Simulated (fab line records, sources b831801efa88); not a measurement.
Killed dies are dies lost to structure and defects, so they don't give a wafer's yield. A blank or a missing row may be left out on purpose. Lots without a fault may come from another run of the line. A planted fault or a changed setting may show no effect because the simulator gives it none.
fab line records | flow sfq_line
record lots=7 wafers=21 last_day=78
route steps=325 shown R5@216 I5@228 C5@240 M6@251
lots that met no fault: from a run of the same line without faults
start_h: hours from the record's first day to the start of the lot's first wafer shown | wait_h: hours since the lot's step before | " the same as in the row above | L1.1+2: a row that stands for several wafers | - no value, or no start given | * or withheld: withheld | < > ~ a bound
route shown NAME@n: a module of which the file shows steps, and the number in the route of the first | usual: mean/standard deviation of fault-free wafers | same: alike in all rows | chamber/n: place in a boat | sites: the reading at each site | _std_site: their standard deviation | _edge_site: outer sites' mean less inner sites' | radius_mm: how far each site lies from the wafer's centre | mask NAME#n: copy n | behind: the tool/chamber that last shaped the wafer | hold: why the lot was held/for how many hours/how that ended | device: the transistor (n, p or np) that didn't switch | end of line: the same wafers' tests at the end of the route | a step without rows: its recipe alone | killed: dies lost to structure and defects at the first sort, not the wafer's yield | map: a wafer's dies, x killed, . not, _ none there
set.NAME: the setting as run; set.NAME@STEP: as run at that earlier step | model.NAME: the simulator's own value behind a step, which no gauge read
lots at some steps of the route; a table a step, a row a wafer
services: from which hour (start_h, from the record's first day; less than 0 if before it) a tool's chamber was out of use, for how many hours, and why
## steps
# step SFQ_R5_THK_MEAS_934
# recipe thk_meas_gauge=xrf reads=MoNx_of_TRILAYER_R5_DEP_SPUTTER_133
# usual R5_MONX_THK=39.2/0.69
# columns lot.wafer tool chamber start_h wait_h R5_MONX_THK[nm]
L965.3 film_metro-01 - 1130.64 0.1 39.5
L965.4 " - " " 39.3
L965.5 " - " " 39.8
L972.1 film_metro-03 - 1216.15 0.1 39.5
L972.2 " - " " 39.5
L972.4 " - " " 38.6
L973.1 film_metro-03 - 1222.15 0.1 39.1
L973.5 " - " " 38.1
L973.6 " - " " 39.3
L974.3 film_metro-01 - 1232.82 0.1 38.0
L974.4 " - " " 38.8
L974.5 " - " " 38.4
L981.2 film_metro-01 - 1272.81 0.1 39.4
L981.4 " - " " 39.8
L981.5 " - " " 39.1
L984.1 film_metro-02 - 1293.97 0.1 39.8
L984.3 " - " " 38.1
L984.5 " - " " 39.6
L987.1 film_metro-02 - 1302.97 0.1 39.3
L987.2 " - " " 38.7
L987.5 " - " " 38.6
# step SFQ_TRILAYER_R5_LITHO_COAT_141
# recipe resist=BARC spin_rpm=3000 resist_thk_nm=62
# step SFQ_TRILAYER_R5_LITHO_COAT_136
# recipe resist=KrF spin_rpm=3000 resist_thk_nm=600
# step SFQ_TRILAYER_R5_LITHO_SOFTBAKE_140
# recipe temp_c=withheld time_s=withheld resist=KrF
# step SFQ_TRILAYER_R5_LITHO_EXPOSE_137
# recipe mask_id=R5 na=0.6 source_shape=conventional sigma_outer=0.65 target_cd_nm=500 dose_mj=14.4
# step SFQ_TRILAYER_R5_LITHO_PEB_139
# recipe peb_temp_c=115 peb_time_s=60 resist=KrF
# step SFQ_TRILAYER_R5_LITHO_DEVELOP_138
# recipe time_s=60 resist=KrF
# step SFQ_R5_OVL_MEAS_935
# usual R5_OVL=2/4.7
# columns lot.wafer tool chamber start_h wait_h R5_OVL[nm]
L965.3 overlay-02 - 1179.58 0.1 7
L965.4 " - " " 6
L965.5 " - " " 6
L972.1 overlay-01 - 1268.27 0.1 5
L972.2 " - " " 4
L972.4 " - " " 4
L973.1 overlay-02 - 1276.30 0.1 3
L973.5 " - " " 8
L973.6 " - " " 7
L974.3 overlay-02 - 1287.03 0.1 2
L974.4 " - " " 2
L974.5 " - " " 1
L981.2 overlay-01 - 1332.17 0.1 8
L981.4 " - " " 15
L981.5 " - " " 10
L984.1 overlay-01 - 1352.57 0.1 2
L984.3 " - " " -1
L984.5 " - " " -1
L987.1 overlay-02 - 1363.37 0.1 6
L987.2 " - " " 6
L987.5 " - " " 5
# step SFQ_TRILAYER_R5_BARC_OPEN_METAL_ETCH_177
# recipe mask_material=PR chemistry=O2 target_depth_nm=125 target=BARC icp_w=600 bias_w=80 pressure_mtorr=10 time_s=41.7
# step SFQ_TRILAYER_R5_ETCH_METAL_ETCH_139
# recipe stop_on=SiO2 mask_material=PR chemistry=Cl2 target_depth_nm=60 icp_w=600 bias_w=80 pressure_mtorr=10 time_s=40
# usual drypump_motor_current_A=6.01/0.27 oes_product_au=0.986/0.009
# columns lot.wafer tool chamber start_h wait_h drypump_motor_current_A oes_product_au rf_hours_counter_h
L965.3 rie_metal-04 1 1179.68 0.0 6.07 0.971 -
L965.4 " 0 " " 5.81 0.967 -
L965.5 " 1 " " 6.08 0.967 -
L972.1 rie_metal-02 0 1268.36 0.0 5.57 1.003 136
L972.2 " 1 " " 5.78 0.994 48
L972.4 " 0 " " 5.56 0.983 -
L973.1 rie_metal-04 1 1276.39 0.0 6.10 0.971 75
L973.5 " 1 " " 6.10 0.973 -
L973.6 " 0 " " 5.84 0.980 -
L974.3 rie_metal-01 0 1287.13 0.0 6.19 0.986 -
L974.4 " 1 " " 6.35 0.983 -
L974.5 " 0 " " 6.20 0.989 -
L981.2 rie_metal-01 0 1332.26 0.0 6.17 0.971 59
L981.4 " 1 " " 6.36 1.007 -
L981.5 " 1 " " 6.32 0.987 -
L984.1 rie_metal-01 0 1352.66 0.0 6.21 0.986 63
L984.3 " 0 " " 6.20 0.983 -
L984.5 " 0 " " 6.20 0.991 -
L987.1 rie_metal-01 1 1363.46 0.0 6.37 0.995 43
L987.2 " 0 " " 6.23 1.001 65
L987.5 " 0 " " 6.18 0.986 -
# step SFQ_TRILAYER_R5_STRIP_STRIP_140
# recipe gas=O2 power_w=200 platen_temp_c=40 overash_fraction=0.65 chemistry=O2 pressure_mtorr=50
# usual drypump_motor_current_A=6.01/0.27 oes_product_au=0.994/0.014
# columns lot.wafer tool chamber start_h wait_h drypump_motor_current_A oes_product_au rf_hours_counter_h
L965.3 rie_metal-04 1 1179.92 0.2 6.06 0.968 -
L965.4 " 0 " " 5.84 0.979 -
L965.5 " 1 " " 6.09 0.976 -
L972.1 rie_metal-02 0 1268.42 0.0 5.55 1.005 136
L972.2 " 1 " " 5.70 1.019 48
L972.4 " 0 " " 5.57 1.001 -
L973.1 rie_metal-04 1 1276.45 0.0 6.06 0.974 75
L973.5 " 1 " " 6.06 0.977 -
L973.6 " 0 " " 5.84 0.989 -
L974.3 rie_metal-01 0 1287.37 0.2 6.22 0.992 -
L974.4 " 1 " " 6.33 1.002 -
L974.5 " 0 " " 6.23 0.988 -
L981.2 rie_metal-01 0 1332.32 0.0 6.19 1.002 59
L981.4 " 1 " " 6.33 1.005 -
L981.5 " 1 " " 6.30 0.998 -
L984.1 rie_metal-01 0 1352.72 0.0 6.20 1.001 63
L984.3 " 0 " " 6.19 0.995 -
L984.5 " 0 " " 6.25 0.999 -
L987.1 rie_metal-01 1 1363.52 0.0 6.35 0.997 43
L987.2 " 0 " " 6.25 0.980 65
L987.5 " 0 " " 6.21 0.994 -
# step SFQ_TRILAYER_R5_STRIP_SOLV_CLEAN_141
# recipe chemistry=NMP temp_c=70 time_s=600
# step SFQ_TRILAYER_A5C_DEP_PECVD_142
# recipe material=SiO2 temp_c=150 time_s=15.556 pressure_torr=2.4 rf_w=183.3 precursor=SiH4/N2O target_thk_nm=70
# usual heater_power_w=78/14 throttle_valve_pct=25.2/1.4
# columns lot.wafer tool chamber start_h wait_h heater_power_w throttle_valve_pct model.SiO2_of_TRILAYER_A5C_DEP_PECVD_142.thk_nm
L965.3 pecvd-01 2 1180.49 0.0 80 26.3 70.3
L965.4 " 1 " " 91 24.3 71.23
L965.5 " 2 " " 83 26.4 72.39
L972.1 pecvd-04 1 1269.19 0.0 74 23.4 69.76
L972.2 " 2 " " 89 25.2 70.39
L972.4 " 2 " " 91 25.2 71.17
L973.1 pecvd-04 0 1277.23 0.0 89 25.9 70.14
L973.5 " 0 " " 91 25.9 71.32
L973.6 " 2 " " 91 25.6 69.63
L974.3 pecvd-01 1 1287.96 0.0 98 24.2 69.34
L974.4 " 0 " " 65 27.9 70.22
L974.5 " 1 " " 99 24.2 68.98
L981.2 pecvd-04 0 1333.09 0.0 79 26.1 70.46
L981.4 " 0 " " 78 25.9 103
L981.5 " 2 " " 84 25.7 102.2
L984.1 pecvd-04 1 1353.49 0.0 77 23.7 68.3
L984.3 " 2 " " 101 25.7 68.53
L984.5 " 1 " " 77 23.6 101.3
L987.1 pecvd-04 0 1364.29 0.0 81 26.0 70.02
L987.2 " 2 " " 95 25.5 68.97
L987.5 " 2 " " 96 25.6 101.2
# step SFQ_TRILAYER_I5_LITHO_COAT_149
# recipe resist=BARC spin_rpm=3000 resist_thk_nm=62
# step SFQ_TRILAYER_I5_LITHO_COAT_144
# recipe resist=KrF spin_rpm=3000 resist_thk_nm=650
# step SFQ_TRILAYER_I5_LITHO_SOFTBAKE_148
# recipe temp_c=withheld time_s=withheld resist=KrF
# step SFQ_TRILAYER_I5_LITHO_EXPOSE_145
# recipe mask_id=I5 na=0.6 source_shape=conventional sigma_outer=0.65 target_cd_nm=700 dose_mj=21.3
# step SFQ_TRILAYER_I5_LITHO_PEB_147
# recipe peb_temp_c=115 peb_time_s=60 resist=KrF
# step SFQ_TRILAYER_I5_LITHO_DEVELOP_146
# recipe time_s=60 resist=KrF
# step SFQ_I5_OVL_MEAS_936
# usual I5_OVL=1/6.1
# columns lot.wafer tool chamber start_h wait_h I5_OVL[nm]
L965.3 overlay-01 - 1238.81 0.1 5
L965.4 " - " " 6
L965.5 " - " " 7
L972.1 overlay-01 - 1313.62 0.1 1
L972.2 " - " " 1
L972.4 " - " " 4
L973.1 overlay-01 - 1319.62 0.1 -8
L973.5 " - " " -11
L973.6 " - " " -9
L974.3 overlay-01 - 1326.83 0.1 8
L974.4 " - " " 5
L974.5 " - " " 1
L981.2 overlay-01 - 1361.43 0.1 7
L981.4 " - " " 9
L981.5 " - " " 6
L984.1 overlay-01 - 1379.42 0.1 -4
L984.3 " - " " 2
L984.5 " - " " 1
L987.1 overlay-01 - 1390.32 0.1 8
L987.2 " - " " -2
L987.5 " - " " -1
# step SFQ_TRILAYER_I5_BARC_OPEN_VIA_ETCH_200
# recipe mask_material=PR chemistry=O2 target_depth_nm=125 target=BARC source_w=500 bias_w=80 pressure_mtorr=30 time_s=41.7
# step SFQ_TRILAYER_I5_ETCH_VIA_ETCH_147
# recipe stop_on=Nb mask_material=PR chemistry=CHF3 target_depth_nm=360 source_w=500 bias_w=80 pressure_mtorr=30 time_s=withheld
# step SFQ_TRILAYER_I5_STRIP_STRIP_148
# recipe gas=O2 power_w=200 platen_temp_c=40 overash_fraction=0.65 chemistry=O2 pressure_mtorr=50
# usual drypump_motor_current_A=6.0/0.31 oes_product_au=0.994/0.014
# columns lot.wafer tool chamber start_h wait_h drypump_motor_current_A oes_product_au rf_hours_counter_h
L965.3 rie_metal-03 1 1239.22 - 6.6 0.996 -
L965.4 " 0 " " 5.9 1.019 -
L965.5 " 1 " " 6.6 0.990 -
L972.1 rie_metal-03 1 1313.85 - 6.6 0.995 7
L972.2 " 0 " " 5.9 1.006 49
L972.4 " 1 " " 6.6 1.006 -
L973.1 rie_metal-04 0 1319.85 - 5.8 0.974 55
L973.5 " 0 " " 5.8 0.981 -
L973.6 " 1 " " 6.1 0.961 -
L974.3 rie_metal-03 0 1327.25 - 5.9 1.005 -
L974.4 " 1 " " 6.6 1.014 -
L974.5 " 1 " " 6.6 1.013 -
L981.2 rie_metal-04 0 1361.65 - 5.8 1.000 63
L981.4 " 1 " " 6.1 0.971 -
L981.5 " 0 " " 5.8 0.989 -
L984.1 rie_metal-02 0 1379.65 - 5.6 0.984 156
L984.3 " 1 " " 5.8 1.012 -
L984.5 " 1 " " 5.8 1.002 -
L987.1 rie_metal-02 0 1390.55 - 5.6 0.991 158
L987.2 " 1 " " 5.8 1.011 75
L987.5 " 0 " " 5.6 0.998 -
# step SFQ_TRILAYER_I5_STRIP_SOLV_CLEAN_149
# recipe chemistry=NMP temp_c=70 time_s=600
# step SFQ_TRILAYER_C5_LITHO_COAT_156
# recipe resist=BARC spin_rpm=3000 resist_thk_nm=62
# step SFQ_TRILAYER_C5_LITHO_COAT_151
# recipe resist=KrF spin_rpm=3000 resist_thk_nm=650
# step SFQ_TRILAYER_C5_LITHO_SOFTBAKE_155
# recipe temp_c=withheld time_s=withheld resist=KrF
# step SFQ_TRILAYER_C5_LITHO_EXPOSE_152
# recipe mask_id=C5 na=0.6 source_shape=conventional sigma_outer=0.65 target_cd_nm=500 dose_mj=21.3
# step SFQ_TRILAYER_C5_LITHO_PEB_154
# recipe peb_temp_c=115 peb_time_s=60 resist=KrF
# step SFQ_TRILAYER_C5_LITHO_DEVELOP_153
# recipe time_s=60 resist=KrF
# step SFQ_C5_OVL_MEAS_937
# usual C5_OVL=-2/5.1
# columns lot.wafer tool chamber start_h wait_h C5_OVL[nm]
L965.3 overlay-01 - 1296.63 0.1 2
L965.4 " - " " -1
L965.5 " - " " 3
L972.1 overlay-02 - 1379.37 0.1 -3
L972.2 " - " " -3
L972.4 " - " " -7
L973.1 overlay-02 - 1386.57 0.1 -6
L973.5 " - " " -5
L973.6 " - " " -8
L974.3 overlay-02 - 1393.78 0.1 3
L974.4 " - " " 5
L974.5 " - " " 0
L981.2 overlay-02 - 1435.57 0.1 -12
L981.4 " - " " -10
L981.5 " - " " -4
L984.1 overlay-02 - 1455.52 0.1 0
L984.3 " - " " -2
L984.5 " - " " -1
L987.1 overlay-02 - 1467.52 0.1 -5
L987.2 " - " " -4
L987.5 " - " " -6
# step SFQ_TRILAYER_C5_BARC_OPEN_VIA_ETCH_210
# recipe mask_material=PR chemistry=O2 target_depth_nm=125 target=BARC source_w=500 bias_w=80 pressure_mtorr=30 time_s=41.7
# usual drypump_motor_current_A=5.9/0.54 oes_product_au=0.686/0.0047
# columns lot.wafer tool chamber start_h wait_h drypump_motor_current_A oes_product_au rf_hours_counter_h
L965.3 rie_diel-01 3 1296.65 0.0 5.9 0.683 10
L965.4 " 2 " " 6.3 0.687 16
L965.5 " 3 " " 6.0 0.680 -
L972.1 rie_diel-01 2 1379.40 0.0 6.3 0.693 17
L972.2 " 1 " " 6.0 0.682 16
L972.4 " 0 " " 4.9 0.685 10
L973.1 rie_diel-01 2 1386.60 0.0 6.3 0.682 17
L973.5 " 0 " " 4.9 0.686 -
L973.6 " 3 " " 5.9 0.685 -
L974.3 rie_diel-03 3 1393.80 0.0 4.9 0.681 17
L974.4 " 1 " " 6.3 0.685 -
L974.5 " 0 " " 6.3 0.693 -
L981.2 rie_diel-02 2 1435.60 0.0 5.8 0.679 12
L981.4 " 1 " " 5.6 0.679 4
L981.5 " 2 " " 5.8 0.677 -
L984.1 rie_diel-02 3 1455.55 0.0 6.7 0.685 12
L984.3 " 2 " " 5.8 0.682 13
L984.5 " 1 " " 5.5 0.686 -
L987.1 rie_diel-01 2 1467.55 0.0 6.3 0.687 18
L987.2 " 3 " " 5.9 0.681 13
L987.5 " 1 " " 6.0 0.689 -
# step SFQ_TRILAYER_C5_ETCH_VIA_ETCH_154
# recipe target=SiO2 mask_material=PR chemistry=CHF3 target_depth_nm=84 source_w=500 bias_w=80 pressure_mtorr=30 time_s=withheld stop_on=Nb
# usual drypump_motor_current_A=5.9/0.54 oes_product_au=0.897/0.0095
# columns lot.wafer tool chamber start_h wait_h drypump_motor_current_A oes_product_au model.C5.feature_depth_nm model.etch.depth_nm
L965.3 rie_diel-01 3 1296.69 0.0 5.9 0.897 70.3 70.3
L965.4 " 2 " " 6.3 0.902 71.23 71.23
L965.5 " 3 " " 5.9 0.905 72.39 72.39
L972.1 rie_diel-01 2 1379.44 0.0 6.3 0.894 69.76 69.76
L972.2 " 1 " " 6.0 0.902 70.39 70.39
L972.4 " 0 " " 4.9 0.902 71.17 71.17
L973.1 rie_diel-01 2 1386.64 0.0 6.3 0.903 70.14 70.14
L973.5 " 0 " " 4.9 0.906 71.32 71.32
L973.6 " 3 " " 5.9 0.888 69.63 69.63
L974.3 rie_diel-03 3 1393.84 0.0 4.9 0.888 69.34 69.34
L974.4 " 1 " " 6.3 0.895 70.22 70.22
L974.5 " 0 " " 6.2 0.887 68.98 68.98
L981.2 rie_diel-02 2 1435.64 0.0 5.8 0.901 70.46 70.46
L981.4 " 1 " " 5.5 1.017 86.33 86.33
L981.5 " 2 " " 5.8 1.015 86.69 86.69
L984.1 rie_diel-02 3 1455.59 0.0 6.8 0.880 68.3 68.3
L984.3 " 2 " " 5.8 0.875 68.53 68.53
L984.5 " 1 " " 5.5 1.021 86.38 86.38
L987.1 rie_diel-01 2 1467.59 0.0 6.3 0.897 70.02 70.02
L987.2 " 3 " " 5.9 0.884 68.97 68.97
L987.5 " 1 " " 6.0 0.991 84 84
# step SFQ_TRILAYER_C5_STRIP_STRIP_155
# recipe gas=O2 power_w=200 platen_temp_c=40 overash_fraction=0.65 chemistry=O2 pressure_mtorr=50
# step SFQ_TRILAYER_C5_STRIP_SOLV_CLEAN_156
# recipe chemistry=NMP temp_c=70 time_s=600
# step SFQ_TRILAYER_M6_DEP_PRE_CLEAN_158
# recipe gas=Ar time_s=22.5 bias_v=250
# columns lot.wafer tool chamber start_h wait_h model.SiO2_of_TRILAYER_A5C_DEP_PECVD_142.thk_nm
L965.3 pvd_sputter-03 - 1297.51 0.0 62.81
L965.4 " - " " 63.73
L965.5 " - " " 64.89
L972.1 pvd_sputter-06 - 1380.47 0.0 62.26
L972.2 " - " " 62.89
L972.4 " - " " 63.67
L973.1 pvd_sputter-06 - 1387.48 0.0 62.64
L973.5 " - " " 63.82
L973.6 " - " " 62.13
L974.3 pvd_sputter-03 - 1394.68 0.0 61.84
L974.4 " - " " 62.72
L974.5 " - " " 61.48
L981.2 pvd_sputter-04 - 1437.06 0.0 62.96
L981.4 " - " " 95.49
L981.5 " - " " 94.65
L984.1 pvd_sputter-06 - 1457.01 0.0 60.8
L984.3 " - " " 61.03
L984.5 " - " " 93.76
L987.1 pvd_sputter-06 - 1468.41 0.0 62.52
L987.2 " - " " 61.47
L987.5 " - " " 93.71
# step SFQ_TRILAYER_M6_DEP_SPUTTER_157
# recipe material=Nb base_pressure_pa=1.33e-06 chamber_pressure_pa=0.1333 substrate_temp_c=20 target_thk_nm=200 power_w=2000 time_s=133.3
# usual throttle_valve_pct=29.7/0.86
# columns lot.wafer tool chamber start_h wait_h throttle_valve_pct
L965.3 pvd_sputter-03 - 1297.54 0.0 31.2
L965.4 " - " " 29.6
L965.5 " - " " 31.4
L972.1 pvd_sputter-06 - 1380.50 0.0 29.2
L972.2 " - " " 29.7
L972.4 " - " " 29.9
L973.1 pvd_sputter-06 - 1387.51 0.0 29.7
L973.5 " - " " 29.4
L973.6 " - " " 29.7
L974.3 pvd_sputter-03 - 1394.71 0.0 29.4
L974.4 " - " " 29.9
L974.5 " - " " 29.8
L981.2 pvd_sputter-04 - 1437.09 0.0 29.8
L981.4 " - " " 30.2
L981.5 " - " " 28.8
L984.1 pvd_sputter-06 - 1457.04 0.0 29.3
L984.3 " - " " 28.0
L984.5 " - " " 29.5
L987.1 pvd_sputter-06 - 1468.44 0.0 29.5
L987.2 " - " " 30.0
L987.5 " - " " 30.0
## services
# columns tool chamber start_h hours kind
rie_metal-02 - 1162.14 0.8 repair
pvd_sputter-06 - 1167.44 7.3 repair
rie_diel-02 - 1170.57 0.8 repair
rie_metal-02 - 1173.36 0.6 repair
rie_diel-01 1 1184.64 17.2 repair
rie_diel-02 2 1188.61 21.5 repair
rie_metal-01 - 1229.24 0.1 repair
rie_metal-01 0 1229.78 2.9 repair
pvd_sputter-06 - 1244.73 1.0 repair
rie_metal-04 1 1253.12 11.3 repair
pvd_sputter-06 - 1265.71 2.9 repair
rie_diel-02 0 1282.26 4.8 repair
rie_metal-03 1 1286.99 6.8 repair
pecvd-04 - 1300.22 1.8 repair
pecvd-04 2 1303.83 12.2 repair
rie_diel-01 2 1309.64 4.4 repair
rie_metal-02 0 1338.55 10.3 repair
rie_diel-01 - 1338.68 0.7 repair
rie_diel-01 0 1340.73 1.7 repair
rie_diel-02 1 1350.33 7.5 repair
rie_metal-01 0 1364.50 4.8 repair
rie_metal-01 - 1383.73 1.4 pm
pvd_sputter-03 - 1441.80 4.8 repair
rie_diel-01 3 1455.44 3.6 repair
## key
first_sign step=SFQ_TRILAYER_C5_ETCH_VIA_ETCH_154 reading=oes_product_au direction=up sigmas=12 usual=0.897 struck=1.011
effect none on later readings
model_effect step=SFQ_TRILAYER_A5C_DEP_PECVD_142 value=SiO2_of_TRILAYER_A5C_DEP_PECVD_142.thk_nm without=70.69 struck=101.9
model_effect step=SFQ_TRILAYER_C5_ETCH_VIA_ETCH_154 value=C5.feature_depth_nm without=70.69 struck=85.85
model_effect step=SFQ_TRILAYER_M6_DEP_PRE_CLEAN_158 value=SiO2_of_TRILAYER_A5C_DEP_PECVD_142.thk_nm without=63.19 struck=94.4
met_at SFQ_TRILAYER_A5C_DEP_PECVD_142
struck_wafers L981.4,L981.5,L984.5,L987.5
onset_between 1277.23 1333.09
fault kind=process_parameter_drift tool=pecvd-04 chamber=- onset_h=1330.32 steps=SFQ_TRILAYER_A5C_DEP_PECVD_142 channel=target_thk_nm offset=30.977 shape=step end_h=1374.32 scope=struck_wafers_only acts_in=these_recipes_only stated=70
